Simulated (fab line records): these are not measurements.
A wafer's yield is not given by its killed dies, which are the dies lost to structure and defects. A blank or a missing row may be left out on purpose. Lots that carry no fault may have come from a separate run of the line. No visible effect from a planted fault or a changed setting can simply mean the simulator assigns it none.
fab line records | flow sfqLine
record lots=6 | wafers=18 | lastDay=86
route steps=325 shown JJ@181 M5@198
lots untouched by any fault: they come from a run of this same line in which no faults occurred
startH: hours from the record's first day to the start of the lot's first wafer shown | waitH: hours since the lot's step before | " same as the row above | L1.1+2: a row that stands for several wafers | - no value, or no start was given | * or withheld: withheld | < > ~ a bound
route shown NAME@n: names a module that has steps shown in the file, with the first one's number in the route | usual: average and standard deviation across the fault-free wafers | same: alike in all rows | chamber/n: place in a boat | sites: each site's reading | _std_site: how widely they spread, as a standard deviation | _edge_site: outer sites' mean less inner sites' | radiusMm: for every site, how far away it sits from the centre of the wafer | mask NAME#n: copy n | behind: the last tool/chamber to shape the wafer | hold: what put the lot on hold/how long, in hours/how the hold closed | device: the transistor (n, p or np) that didn't switch | end of line: tests of these same wafers at the route's end | a step with no rows: only its recipe | killed: dies that structure and defects cost at the first sort, which is not the same as the wafer's yield | map: dies across one wafer; x = killed, . = not, _ = none there
set.NAME: the setting as run; set.NAME@STEP: as run at that earlier step | model.NAME: the simulator's own value behind a step, which no gauge read
lots at selected steps of the route; one table per step, one row per wafer
services: a tool's chamber out of use, with start hour (startH, from the record's first day; less than 0 if before it), hours out, and reason
## steps
# step SFQ_TRILAYER_JJ_TRILAYER_DEP_AL_OXIDATION_111
# recipe pressureMbar=0.014667 | oxidationTimeS=600 | temperatureK=293
# step SFQ_TRILAYER_JJ_TRILAYER_DEP_SPUTTER_112
# recipe material=Nb | basePressurePa=1.33e-06 | chamberPressurePa=0.1333 | substrateTempC=20 | targetThkNm=170 | powerW=2000 | timeS=113.3
# usual throttleValvePct=29.5/1.2
lot.wafer | tool          | chamber | startH  | waitH | throttleValvePct
L417.1    | pvdSputter-06 | -       | 1097.80 | 0.5   | 30.3
L417.2    | "             | -       | "       | "     | 28.8
L417.4    | "             | -       | "       | "     | 29.3
L421.3    | pvdSputter-04 | -       | 1175.38 | 0.5   | 30.6
L421.4    | "             | -       | "       | "     | 30.3
L421.5    | "             | -       | "       | "     | 30.0
L430.1    | pvdSputter-06 | -       | 1299.78 | 0.5   | 28.7
L430.4    | "             | -       | "       | "     | 29.4
L430.5    | "             | -       | "       | "     | 30.0
L431.1    | pvdSputter-03 | -       | 1301.98 | 0.5   | 27.8
L431.2    | "             | -       | "       | "     | 31.2
L431.3    | "             | -       | "       | "     | 29.8
L435.2    | pvdSputter-03 | -       | 1318.70 | 0.5   | 27.4
L435.5    | "             | -       | "       | "     | 30.2
L435.6    | "             | -       | "       | "     | 27.7
L437.1    | pvdSputter-03 | -       | 1324.70 | 0.5   | 29.7
L437.2    | "             | -       | "       | "     | 30.0
L437.4    | "             | -       | "       | "     | 31.5
# step SFQ_JJ_RS_MEAS_929
# recipe thkMeasGauge=four-point-probe | reads=Nb_of_TRILAYER_JJ_TRILAYER_DEP_SPUTTER_112
# usual JJ_NB_RS=1.045/0.0096
lot.wafer | tool         | chamber | startH  | waitH | JJ_NB_RS[ohm/sq]
L417.1    | filmMetro-02 | -       | 1097.88 | 0.0   | 1.042
L417.2    | "            | -       | "       | "     | 1.044
L417.4    | "            | -       | "       | "     | 1.046
L421.3    | filmMetro-03 | -       | 1175.50 | 0.1   | 1.031
L421.4    | "            | -       | "       | "     | 1.028
L421.5    | "            | -       | "       | "     | 1.026
L430.1    | filmMetro-01 | -       | 1299.86 | 0.0   | 1.030
L430.4    | "            | -       | "       | "     | 1.041
L430.5    | "            | -       | "       | "     | 1.031
L431.1    | filmMetro-02 | -       | 1302.06 | 0.0   | 1.042
L431.2    | "            | -       | "       | "     | 1.049
L431.3    | "            | -       | "       | "     | 1.048
L435.2    | filmMetro-02 | -       | 1318.80 | 0.1   | 1.032
L435.5    | "            | -       | "       | "     | 1.030
L435.6    | "            | -       | "       | "     | 1.032
L437.1    | filmMetro-03 | -       | 1324.78 | 0.0   | 1.042
L437.2    | "            | -       | "       | "     | 1.042
L437.4    | "            | -       | "       | "     | 1.042
# step SFQ_TRILAYER_JJ_CE_LITHO_COAT_119
# recipe resist=BARC | spinRpm=3000 | resistThkNm=62
# step SFQ_TRILAYER_JJ_CE_LITHO_COAT_114
# recipe resist=KrF | spinRpm=3000 | resistThkNm=600
# step SFQ_TRILAYER_JJ_CE_LITHO_SOFTBAKE_118
# recipe tempC=withheld | timeS=withheld | resist=KrF
# step SFQ_TRILAYER_JJ_CE_LITHO_EXPOSE_115
# recipe maskId=J5 | na=0.6 | sourceShape=conventional | sigmaOuter=0.65 | targetCdNm=700 | doseMj=14.4
# step SFQ_TRILAYER_JJ_CE_LITHO_PEB_117
# recipe pebTempC=115 | pebTimeS=60 | resist=KrF
# step SFQ_TRILAYER_JJ_CE_LITHO_DEVELOP_116
# recipe timeS=60 | resist=KrF
# step SFQ_JJ_OVL_MEAS_931
# usual J5_OVL=-3/6.3
lot.wafer | tool       | chamber | startH  | waitH | J5_OVL[nm]
L417.1    | overlay-02 | -       | 1100.31 | 0.1   | -11
L417.2    | "          | -       | "       | "     | -11
L417.4    | "          | -       | "       | "     | -7
L421.3    | overlay-01 | -       | 1302.30 | 0.1   | 3
L421.4    | "          | -       | "       | "     | 5
L421.5    | "          | -       | "       | "     | 3
L430.1    | overlay-02 | -       | 1421.14 | 0.1   | -1
L430.4    | "          | -       | "       | "     | -1
L430.5    | "          | -       | "       | "     | 2
L431.1    | overlay-02 | -       | 1422.34 | 0.1   | -3
L431.2    | "          | -       | "       | "     | 1
L431.3    | "          | -       | "       | "     | -3
L435.2    | overlay-02 | -       | 1446.26 | 0.1   | 3
L435.5    | "          | -       | "       | "     | 3
L435.6    | "          | -       | "       | "     | 2
L437.1    | overlay-02 | -       | 1458.26 | 0.1   | -6
L437.2    | "          | -       | "       | "     | 2
L437.4    | "          | -       | "       | "     | 1
# step SFQ_TRILAYER_JJ_CE_METRO_MEASURE_117
# usual cdNm=700.2/1.4
lot.wafer | tool     | chamber | startH  | waitH | cdNm
L417.1    | cdSem-02 | -       | 1100.35 | 0.0   | 698.5
L417.2    | "        | -       | "       | "     | 698.9
L417.4    | "        | -       | "       | "     | 698.8
L421.3    | cdSem-02 | -       | 1302.73 | 0.4   | 701.5
L421.4    | "        | -       | "       | "     | 701.4
L421.5    | "        | -       | "       | "     | 701.3
L430.1    | cdSem-02 | -       | 1421.18 | 0.0   | 700.8
L430.4    | "        | -       | "       | "     | 699.4
L430.5    | "        | -       | "       | "     | 701.1
L431.1    | cdSem-01 | -       | 1422.38 | 0.0   | 698.9
L431.2    | "        | -       | "       | "     | 700.1
L431.3    | "        | -       | "       | "     | 699.0
L435.2    | cdSem-01 | -       | 1446.49 | 0.2   | 700.1
L435.5    | "        | -       | "       | "     | 701.1
L435.6    | "        | -       | "       | "     | 701.1
L437.1    | cdSem-01 | -       | 1458.29 | 0.0   | 701.2
L437.2    | "        | -       | "       | "     | 701.0
L437.4    | "        | -       | "       | "     | 702.6
# step SFQ_TRILAYER_JJ_CE_BARC_OPEN_RIE_150
# recipe maskMaterial=PR | chemistry=O2 | targetDepthNm=240 | target=BARC | icpW=600 | biasW=80 | pressureMtorr=10 | timeS=80
# usual biasW=79.99/0.24 | chamberPressureMTorr=10.000/0.0089 | drypumpMotorCurrentA=5.5/0.52 | oesProductAu=0.537/0.0042
lot.wafer | tool        | chamber | startH  | waitH | biasW | chamberPressureMTorr | drypumpMotorCurrentA | oesProductAu | rfHoursCounterH
L417.1    | rieMetal-02 | 1       | 1101.55 | 1.0   | 80.19 | 9.984                | 5.2                  | 0.536        | 11
L417.2    | "           | 0       | "       | "     | 80.10 | 10.005               | 6.1                  | 0.537        | 23
L417.4    | "           | 1       | "       | "     | 80.02 | 10.013               | 5.2                  | 0.537        | -
L421.3    | rieMetal-02 | 1       | 1303.56 | 0.6   | 80.38 | 9.997                | 5.2                  | 0.540        | -
L421.4    | "           | 0       | "       | "     | 79.88 | 9.999                | 6.1                  | 0.534        | -
L421.5    | "           | 0       | "       | "     | 79.65 | 10.006               | 6.1                  | 0.537        | -
L430.1    | rieMetal-01 | 0       | 1422.38 | 1.0   | -     | -                    | -                    | -            | -
L430.4    | "           | 1       | "       | "     | -     | -                    | -                    | -            | -
L430.5    | "           | 1       | "       | "     | -     | -                    | -                    | -            | -
L431.1    | rieMetal-02 | 1       | 1423.58 | 1.0   | -     | -                    | -                    | -            | -
L431.2    | "           | 0       | "       | "     | -     | -                    | -                    | -            | -
L431.3    | "           | 1       | "       | "     | -     | -                    | -                    | -            | -
L435.2    | rieMetal-04 | 1       | 1447.49 | 0.8   | 80.23 | 10.012               | 5.8                  | 0.534        | 59
L435.5    | "           | 1       | "       | "     | 79.87 | 10.005               | 5.8                  | 0.533        | -
L435.6    | "           | 0       | "       | "     | 79.56 | 9.973                | 4.8                  | 0.544        | -
L437.1    | rieMetal-01 | 1       | 1459.49 | 1.0   | 79.99 | 10.006               | 6.2                  | 0.534        | 57
L437.2    | "           | 0       | "       | "     | 79.73 | 10.006               | 5.3                  | 0.544        | 101
L437.4    | "           | 1       | "       | "     | 79.84 | 9.991                | 6.2                  | 0.539        | -
# step SFQ_TRILAYER_JJ_CE_ETCH_RIE_118
# recipe target=Nb | stopOn=Al2O3 | maskMaterial=PR | taperDeg=13.257 | overEtchFrac=0.15 | timeS=97.7 | chemistry=SF6 | targetDepthNm=170 | icpW=600 | biasW=80 | pressureMtorr=9.727
# usual biasW=79.96/0.21 | chamberPressureMTorr=9.725/0.0094 | drypumpMotorCurrentA=5.5/0.52 | oesProductAu=0.990/0.0066
lot.wafer | tool        | chamber | startH  | waitH | biasW | chamberPressureMTorr | drypumpMotorCurrentA | oesProductAu | rfHoursCounterH
L417.1    | rieMetal-02 | 1       | 1101.64 | 0.1   | 79.85 | 9.731                | 5.2                  | 0.984        | 12
L417.2    | "           | 0       | "       | "     | 80.20 | 9.725                | 6.1                  | 0.990        | 23
L417.4    | "           | 1       | "       | "     | 79.87 | 9.729                | 5.2                  | 0.983        | -
L421.3    | rieMetal-02 | 1       | 1303.66 | 0.1   | 80.11 | 9.723                | 5.2                  | 0.980        | -
L421.4    | "           | 0       | "       | "     | 80.04 | 9.712                | 6.1                  | 0.996        | -
L421.5    | "           | 0       | "       | "     | 79.79 | 9.726                | 6.1                  | 1.004        | -
L430.1    | rieMetal-01 | 0       | 1422.47 | 0.1   | 79.82 | 9.740                | 5.3                  | 0.370        | 95
L430.4    | "           | 1       | "       | "     | 79.96 | 9.734                | 6.2                  | 0.382        | -
L430.5    | "           | 1       | "       | "     | 80.08 | 9.730                | 6.2                  | 0.375        | -
L431.1    | rieMetal-02 | 1       | 1423.67 | 0.1   | 79.97 | 9.727                | 5.2                  | 0.377        | 54
L431.2    | "           | 0       | "       | "     | 80.30 | 9.711                | 6.1                  | 0.372        | 80
L431.3    | "           | 1       | "       | "     | 80.25 | 9.729                | 5.2                  | 0.373        | -
L435.2    | rieMetal-04 | 1       | 1447.58 | 0.1   | 79.90 | 9.727                | 5.8                  | 0.997        | 59
L435.5    | "           | 1       | "       | "     | 79.99 | 9.722                | 5.8                  | 1.000        | -
L435.6    | "           | 0       | "       | "     | 79.67 | 9.741                | 4.8                  | 1.006        | -
L437.1    | rieMetal-01 | 1       | 1459.58 | 0.1   | 79.84 | 9.725                | 6.2                  | 1.005        | 57
L437.2    | "           | 0       | "       | "     | 79.72 | 9.723                | 5.3                  | 0.992        | 101
L437.4    | "           | 1       | "       | "     | 80.15 | 9.723                | 6.2                  | 0.990        | -
# step SFQ_TRILAYER_JJ_ANODIZE_ANODIZE_119
# recipe currentDensityMaCm2=withheld | endCurrentDensityMaCm2=withheld | bathTempC=withheld
# step SFQ_TRILAYER_JJ_CE_STRIP_STRIP_120
# recipe gas=O2 | powerW=200 | platenTempC=40 | overashFraction=0.65 | chemistry=O2 | pressureMtorr=50
# usual chamberPressureMTorr=50.00/0.044 | drypumpMotorCurrentA=5.5/0.53 | oesProductAu=1.002/0.0073
lot.wafer | tool        | chamber | startH  | waitH | chamberPressureMTorr | drypumpMotorCurrentA | oesProductAu | rfHoursCounterH
L417.1    | rieMetal-04 | 0       | 1102.24 | 0.0   | 49.99                | 4.8                  | 1.007        | 15
L417.2    | "           | 1       | "       | "     | 50.04                | 5.8                  | 0.994        | 9
L417.4    | "           | 0       | "       | "     | 50.06                | 4.8                  | 1.007        | -
L421.3    | rieMetal-01 | 1       | 1304.47 | 0.2   | 50.02                | 6.2                  | 0.999        | -
L421.4    | "           | 0       | "       | "     | 49.99                | 5.3                  | 1.004        | -
L421.5    | "           | 1       | "       | "     | 50.07                | 6.2                  | 1.006        | -
L430.1    | rieMetal-04 | 0       | 1423.08 | 0.0   | 49.96                | 4.8                  | 1.009        | 66
L430.4    | "           | 0       | "       | "     | 49.96                | 4.8                  | 1.003        | -
L430.5    | "           | 0       | "       | "     | 50.01                | 4.8                  | 1.009        | -
L431.1    | rieMetal-02 | 1       | 1424.28 | 0.0   | 50.03                | 5.2                  | 0.975        | 55
L431.2    | "           | 0       | "       | "     | 50.08                | 6.1                  | 0.988        | 80
L431.3    | "           | 0       | "       | "     | 50.03                | 6.1                  | 0.995        | -
L435.2    | rieMetal-02 | 0       | 1448.19 | 0.0   | 49.98                | 6.1                  | 1.002        | 85
L435.5    | "           | 1       | "       | "     | 50.01                | 5.2                  | 1.004        | -
L435.6    | "           | 0       | "       | "     | 49.97                | 6.1                  | 1.007        | -
L437.1    | rieMetal-04 | 1       | 1460.19 | 0.0   | 50.03                | 5.8                  | 1.006        | 60
L437.2    | "           | 0       | "       | "     | 50.01                | 4.8                  | 1.002        | 73
L437.4    | "           | 0       | "       | "     | 50.03                | 4.8                  | 1.006        | -
# step SFQ_TRILAYER_JJ_CE_STRIP_SOLV_CLEAN_121
# recipe chemistry=NMP | tempC=70 | timeS=600
# step SFQ_TRILAYER_M5_LITHO_COAT_128
# recipe resist=BARC | spinRpm=3000 | resistThkNm=62
# step SFQ_TRILAYER_M5_LITHO_COAT_123
# recipe resist=KrF | spinRpm=3000 | resistThkNm=600
# step SFQ_TRILAYER_M5_LITHO_SOFTBAKE_127
# recipe tempC=withheld | timeS=withheld | resist=KrF
# step SFQ_TRILAYER_M5_LITHO_EXPOSE_124
# recipe maskId=M5 | na=0.6 | sourceShape=conventional | sigmaOuter=0.65 | targetCdNm=700 | doseMj=14.4
# usual exposureDoseMJCm2=14.397/0.014 | focusOffsetNm=0.0/0.57
lot.wafer | tool          | chamber | startH  | waitH | mask | exposureDoseMJCm2 | focusOffsetNm
L417.1    | krfScanner-01 | 0       | 1103.79 | -     | M5#0 | 14.404            | 0.4
L417.2    | "             | 0       | "       | "     | M5#0 | 14.414            | 0.2
L417.4    | "             | 0       | "       | "     | M5#0 | 14.403            | -0.2
L421.3    | krfScanner-02 | 0       | 1424.84 | -     | M5#0 | 14.402            | 0.3
L421.4    | "             | 0       | "       | "     | M5#0 | 14.396            | 0.4
L421.5    | "             | 0       | "       | "     | M5#0 | 14.402            | 0.9
L430.1    | krfScanner-02 | -       | 1551.07 | -     | M5#0 | -                 | -
L430.4    | "             | -       | "       | "     | M5#0 | -                 | -
L430.5    | "             | -       | "       | "     | M5#0 | -                 | -
L431.1    | krfScanner-02 | -       | 1552.27 | -     | M5#0 | -                 | -
L431.2    | "             | -       | "       | "     | M5#0 | -                 | -
L431.3    | "             | -       | "       | "     | M5#0 | -                 | -
L435.2    | krfScanner-02 | 0       | 1576.47 | -     | M5#0 | 14.398            | -1.0
L435.5    | "             | 0       | "       | "     | M5#0 | 14.414            | -0.2
L435.6    | "             | 0       | "       | "     | M5#0 | 14.399            | -0.6
L437.1    | krfScanner-02 | 0       | 1591.87 | -     | M5#0 | 14.408            | -1.0
L437.2    | "             | 0       | "       | "     | M5#0 | 14.390            | -0.2
L437.4    | "             | 0       | "       | "     | M5#0 | 14.379            | -0.3
# step SFQ_TRILAYER_M5_LITHO_PEB_126
# recipe pebTempC=115 | pebTimeS=60 | resist=KrF
## services
tool          | chamber | startH  | hours | kind
rieMetal-02   | -       | 1091.76 | 2.8   | pm
rieMetal-01   | -       | 1115.28 | 28.1  | pm
rieMetal-04   | 0       | 1135.30 | 3.4   | repair
krfScanner-02 | -       | 1143.41 | 1.0   | pm
krfScanner-02 | -       | 1152.81 | 1.3   | pm
rieMetal-01   | 0       | 1158.35 | 12.4  | repair
rieMetal-01   | -       | 1183.03 | 4.3   | pm
krfScanner-02 | -       | 1187.71 | 0.8   | pm
rieMetal-02   | 1       | 1203.92 | 48.4  | repair
krfScanner-02 | -       | 1217.26 | 3.6   | pm
rieMetal-02   | -       | 1263.77 | 0.3   | repair
krfScanner-02 | -       | 1290.60 | 1.1   | repair
krfScanner-02 | -       | 1312.13 | 1.0   | pm
rieMetal-04   | -       | 1325.86 | 1.9   | repair
krfScanner-02 | -       | 1327.78 | 1.3   | pm
krfScanner-02 | -       | 1329.69 | 4.4   | pm
rieMetal-04   | -       | 1330.58 | 2.8   | pm
krfScanner-02 | -       | 1355.62 | 0.8   | pm
rieMetal-04   | 1       | 1375.14 | 14.0  | repair
rieMetal-04   | -       | 1413.75 | 0.3   | repair
rieMetal-01   | -       | 1449.10 | 0.9   | repair
rieMetal-02   | 1       | 1468.06 | 4.8   | repair
rieMetal-02   | -       | 1470.36 | 1.4   | pm
krfScanner-02 | -       | 1473.80 | 1.1   | repair
## key
firstSign step=SFQ_TRILAYER_JJ_CE_BARC_OPEN_RIE_150 | reading=toolRecord | direction=missing
effect step=SFQ_TRILAYER_JJ_CE_ETCH_RIE_118 | reading=oesProductAu | direction=down | sigmas=94 | usual=0.990 | struck=0.375
effect step=SFQ_TRILAYER_M5_LITHO_EXPOSE_124 | reading=toolRecord | direction=missing
metAt SFQ_TRILAYER_JJ_CE_BARC_OPEN_RIE_150
struckWafers L430.1,L430.4,L430.5,L431.1,L431.2,L431.3
onsetBetween 1303.56 1422.38
fault kind=skippedStepWhole | tool=rieMetal-01,rieMetal-02 | chamber=- | onsetH=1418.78 | steps=SFQ_TRILAYER_JJ_CE_BARC_OPEN_RIE_150 | scope=struckLotsOnly
